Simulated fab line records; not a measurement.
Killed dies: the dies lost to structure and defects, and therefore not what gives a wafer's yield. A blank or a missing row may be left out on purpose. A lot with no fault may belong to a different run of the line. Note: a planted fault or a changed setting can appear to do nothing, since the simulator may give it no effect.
Shared-tool check | flow sfqLine | 14 lots, 48 wafers sampled

== WHAT PROMPTED THE OPENING ==
SFQ_L0_RS_MEAS_901, reading L0_MONX_KI_RS: flagged on 2 of 14 lots. No-fault wafers: 43.5 ohm/sq, standard deviation 0.38.
Rule: flag the lot when none of its wafers has a number, or when each of its wafers that has one lies beyond 4 standard deviations from that mean. All remaining lots are regarded as sound.

lot  | measured    | on           | L0_MONX_KI_RS (ohm/sq), wafer by wafer | flag
L729 | day 1 12:37 | filmMetro-04 | 43.8 43.3 43.8                         | 
L730 | day 1 17:34 | filmMetro-04 | 44.6 43.8 43.9                         | 
L731 | day 1 22:34 | filmMetro-02 | 43.6 43.2 44.0                         | 
L732 | day 2 03:34 | filmMetro-02 | 43.2 43.4 43.4                         | 
L733 | day 2 08:34 | filmMetro-03 | 42.9 43.3 44.5                         | 
L734 | day 2 13:35 | filmMetro-02 | 42.6 42.9 43.4                         | 
L735 | day 2 18:34 | filmMetro-02 | 43.9 43.4 43.4                         | 
L736 | day 2 23:34 | filmMetro-03 | 43.2 43.1 43.5                         | 
L737 | day 3 04:35 | filmMetro-04 | 43.4 43.6 43.9                         | 
L739 | day 3 14:35 | filmMetro-02 | 40.3 39.8 40.2 40.2 39.8 40.1          | FLAGGED
L742 | day 4 05:36 | filmMetro-02 | 40.5 40.4 40.3 40.5 40.4 40.3          | FLAGGED
L748 | day 5 11:34 | filmMetro-04 | 42.9 43.2 43.2                         | 
L751 | day 6 02:34 | filmMetro-04 | 43.9 44.1 44.7                         | 
L752 | day 6 07:34 | filmMetro-03 | 43.8 43.5 43.7                         | 
The numbers of the flagged lots are 40.2 ohm/sq on average: -3.3 ohm/sq against the usual, or -9 standard deviations.

== LOT BY LOT: THE TOOL USED ==
The record keeps 1 process step preceding the reading, out of 325 steps on the route. In each cell: the tool, then ch and the chambers that the sampled wafers went through, then the start.
lot  | flag    | SFQ_TRILAYER_L0_DEP_SPUTTER_003
L729 |         | pvdSputter-06, day 1 12:29
L730 |         | pvdSputter-06, day 1 17:29
L731 |         | pvdSputter-05, day 1 22:29
L732 |         | pvdSputter-04, day 2 03:29
L733 |         | pvdSputter-06, day 2 08:29
L734 |         | pvdSputter-06, day 2 13:29
L735 |         | pvdSputter-04, day 2 18:29
L736 |         | pvdSputter-05, day 2 23:29
L737 |         | pvdSputter-06, day 3 04:29
L739 | FLAGGED | pvdSputter-06, day 3 14:29
L742 | FLAGGED | pvdSputter-06, day 4 05:29
L748 |         | pvdSputter-05, day 5 11:29
L751 |         | pvdSputter-04, day 6 02:29
L752 |         | pvdSputter-05, day 6 07:29
These steps, and what they do:
- SFQ_TRILAYER_L0_DEP_SPUTTER_003: material MoNx KI, target thk 40 nm, time 100 s.
- SFQ_L0_RS_MEAS_901: measures by four-point-probe.

== FLAGGED OVER TOTAL, TOOL BY TOOL (the gauges that took the reading come last) ==
step                            | tool          | lots run | flagged | share of the flagged lots | sound lots run after its first flagged lot
SFQ_TRILAYER_L0_DEP_SPUTTER_003 | pvdSputter-04 | 3        | 0       | none                      | -
SFQ_TRILAYER_L0_DEP_SPUTTER_003 | pvdSputter-05 | 4        | 0       | none                      | -
SFQ_TRILAYER_L0_DEP_SPUTTER_003 | pvdSputter-06 | 7        | 2       | all                       | 0
SFQ_L0_RS_MEAS_901              | filmMetro-02  | 6        | 2       | all                       | 0
SFQ_L0_RS_MEAS_901              | filmMetro-03  | 3        | 0       | none                      | -
SFQ_L0_RS_MEAS_901              | filmMetro-04  | 5        | 0       | none                      | -

== WHAT IS ALLOWED BY THE TABLE ==
2 rows of the table ran every flagged lot: pvdSputter-06 at SFQ_TRILAYER_L0_DEP_SPUTTER_003, filmMetro-02 at SFQ_L0_RS_MEAS_901.
- pvdSputter-06 at SFQ_TRILAYER_L0_DEP_SPUTTER_003: 2 of its 7 lots flagged. Last sound lot L737 at day 3 04:29, first flagged lot L739 at day 3 14:29; a fault beginning in between fits. Its own readings lie more than 4 standard deviations out on every wafer of the flagged lots: cathodeDcPowerW.
- filmMetro-02 at SFQ_L0_RS_MEAS_901: 2 of its 6 lots flagged. Last sound lot L735 at day 2 18:34, first flagged lot L739 at day 3 14:35; a fault beginning in between fits.
A lot count leaves these 2 tools indistinguishable: every one of them fits a fault beginning at some hour. More lots, or a look at what each step does to the wafer, might.

== WHAT HAD BEEN PUT IN BY THE SIMULATOR ==
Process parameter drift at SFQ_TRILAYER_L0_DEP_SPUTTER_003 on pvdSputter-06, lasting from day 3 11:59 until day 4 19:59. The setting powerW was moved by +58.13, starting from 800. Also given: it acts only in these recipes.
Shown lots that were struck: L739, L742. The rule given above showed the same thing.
